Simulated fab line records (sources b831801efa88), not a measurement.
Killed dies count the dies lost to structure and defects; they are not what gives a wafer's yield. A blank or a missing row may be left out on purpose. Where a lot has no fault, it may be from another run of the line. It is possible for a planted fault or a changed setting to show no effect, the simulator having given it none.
2 desks looking at one fault	flow sky130	only its own numbers are on each desk; what lay behind them is given at the end

## AT THE METROLOGY DESK
What the gauges read, lot by lot, whatever tool the lot ran on: means of the sampled wafers that have a number. A lot is out of limits, marked OUT, if its mean lies more than 4 standard deviations from the usual mean; the brackets give that distance.
Columns: A = cd-nm at SKY_VIA2_CD_MEAS_12, usual 199.8 nm; B = VIA2_OVL at SKY_VIA2_OVL_MEAS_13, usual 2 nm; C = VIA2_W_RS at SKY_VIA2_RS_MEAS_22, usual 0.272 ohm/sq; D = VIA2_W_THK at SKY_VIA2_THK_MEAS_23, usual 413 nm
lot	first seen here	A	B	C	D
L962	day 37 16:00	198.6	5	0.268	426
L970	day 40 02:40	199.5	2	0.274	411
L975	day 41 13:08	199.1	-8	0.262	423
L976	day 41 19:07	199.3	4	0.260	427
L977	day 42 03:43	201.8	-5	0.261	428
L979	day 42 14:01	199.3	6	0.275	416
L980	day 42 14:52	198.4	-7	0.274	411
This desk found nothing out of limits on any of the 7 lots.

## FOR THE TOOL OWNER'S DESK: cvd-w-02
The tool's own readings at SKY_VIA2_CVD_21 (deposits W, target thk 420 nm, time 126.4 s): means of the sampled wafers that have a number, for each lot that ran on this tool. A lot is out of limits, marked OUT, if its mean lies more than 4 standard deviations from the usual mean; the brackets give that distance.
Columns: A = heater-power-w at SKY_VIA2_CVD_21, usual 868 W; B = susceptor-temp-C at SKY_VIA2_CVD_21, usual 399.99 C
lot	first seen here	A	B
L970	day 40 03:36	960	399.89
L975	day 41 14:05	898	402.40 (+13) OUT
L976	day 41 20:01	962	402.58 (+14) OUT
L977	day 42 04:37	884	402.48 (+13) OUT
This desk's finding: out of limits on L975, L976, L977; first on L975, day 41 14:05 (susceptor-temp-C at SKY_VIA2_CVD_21). L970: within limits.

## TAKEN TOGETHER
On L975, L976, L977, at day 41 14:05, an alarm was possible from the tool owner's desk.
The metrology desk saw nothing out of limits.
The metrology desk holds a record of L975, L976, L977, inside its limits.
SKY_VIA2_CVD_21 was run on cvd-w-02 by each of the lots named.

## WHAT THE SIMULATOR HAD PUT IN
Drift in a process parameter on cvd-w-02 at SKY_VIA2_CVD_21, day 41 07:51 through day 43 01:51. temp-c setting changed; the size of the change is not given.
Lots struck among those shown: L975, L976, L977.
Each desk's first reading out of limits, in hours after the fault started: the tool owner's desk, 6.
